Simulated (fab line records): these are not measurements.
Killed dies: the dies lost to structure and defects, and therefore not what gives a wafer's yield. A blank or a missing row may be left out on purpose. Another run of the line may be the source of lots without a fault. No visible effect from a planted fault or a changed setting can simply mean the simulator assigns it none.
The same fault as seen by 2 desks | flow sky130 | each desk holds nothing but its own numbers, with what lay behind them at the end

## THE METROLOGY DESK
What the gauges read, lot by lot, whatever tool the lot ran on: means of the sampled wafers that have a number. Marked OUT: a lot whose mean sits more than 4 standard deviations from the usual mean, which makes it out of limits; the brackets give that distance.
Columns: A = FIELD_ISO_OXIDATION_00_THK at SKY_FIELD_ISO_THK_MEAS_02, usual 12.40 nm; B = NWELL_00_OVL at SKY_NWELL_OVL_MEAS_10, usual 1.6 nm; C = VT_ADJUST_LVTN_TW at SKY_VT_ADJUST_LVTN_TW_MEAS_10, usual 242.6
lot  | first seen here | A     | B    | C
L319 | day 1 12:07     | 12.74 | 3.8  | 242.1
L322 | day 2 02:40     | 12.01 | 2.9  | 244.5
L323 | day 2 08:20     | 12.25 | 0.4  | 245.0
L324 | day 2 12:50     | 12.75 | 1.6  | 243.9
L325 | day 2 17:51     | 12.42 | 1.2  | 240.9
L328 | day 3 11:26     | 12.12 | 2.9  | 242.6
L329 | day 3 18:23     | 12.35 | 1.0  | 240.9
L330 | day 4 03:08     | 12.63 | 2.5  | 241.5
L331 | day 4 03:10     | 12.57 | 0.8  | 242.7
L335 | day 4 19:38     | 12.46 | -0.4 | 30.3 (-99 or more) OUT
L336 | day 5 00:38     | 12.55 | 1.3  | 30.2 (-99 or more) OUT
L337 | day 5 06:46     | 12.15 | 2.5  | 30.2 (-99 or more) OUT
L340 | day 5 20:38     | 12.38 | 0.5  | 243.2
L341 | day 6 02:14     | 12.23 | 1.7  | 243.8
L342 | day 6 06:57     | 12.37 | 1.4  | 243.5
Per this desk, out of limits: L335, L336, L337; the first was L335, day 11 05:58 (VT_ADJUST_LVTN_TW at SKY_VT_ADJUST_LVTN_TW_MEAS_10). Within limits: L319, L322, L323, L324, L325, L328, L329, L330, L331, L340, L341, L342.

## DESK OF THE TOOL OWNER: implanter-04
For each lot that ran on this tool, the mean over its sampled wafers that have a number, from the tool's own readings at SKY_VT_ADJUST_LVTN_IMPLANT_08. Marked OUT: a lot whose mean sits more than 4 standard deviations from the usual mean, which makes it out of limits; the brackets give that distance.
Columns: A = beamEnergyKeV at SKY_VT_ADJUST_LVTN_IMPLANT_08, usual 30.002; B = beamOnS at SKY_VT_ADJUST_LVTN_IMPLANT_08, usual 10.01 s
lot  | first seen here | A      | B
L319 | day 6 17:30     | 29.994 | 9.95
L324 | day 8 22:11     | 30.002 | 9.84
L329 | day 9 18:34     | 29.999 | 10.11
L331 | day 10 07:41    | 29.996 | 9.98
L340 | day 12 18:46    | 30.005 | 9.98
This desk's finding: nothing out of limits on any of the 5 lots.

## ALL TOGETHER
An alarm was possible from the metrology desk at day 11 05:58, on L335, L336, L337.
The desk of the tool owner found nothing out of limits.
The tool owner's desk has no number on record for L335, L336, L337.
Of the lots named, all ran SKY_VT_ADJUST_LVTN_IMPLANT_08 on implanter-04.

## WHAT WAS PUT IN BY THE SIMULATOR
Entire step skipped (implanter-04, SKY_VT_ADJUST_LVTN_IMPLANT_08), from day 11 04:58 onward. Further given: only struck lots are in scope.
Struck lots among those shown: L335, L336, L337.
Per desk, hours elapsed from the start of the fault to the first reading out of limits: for the metrology desk, 1.
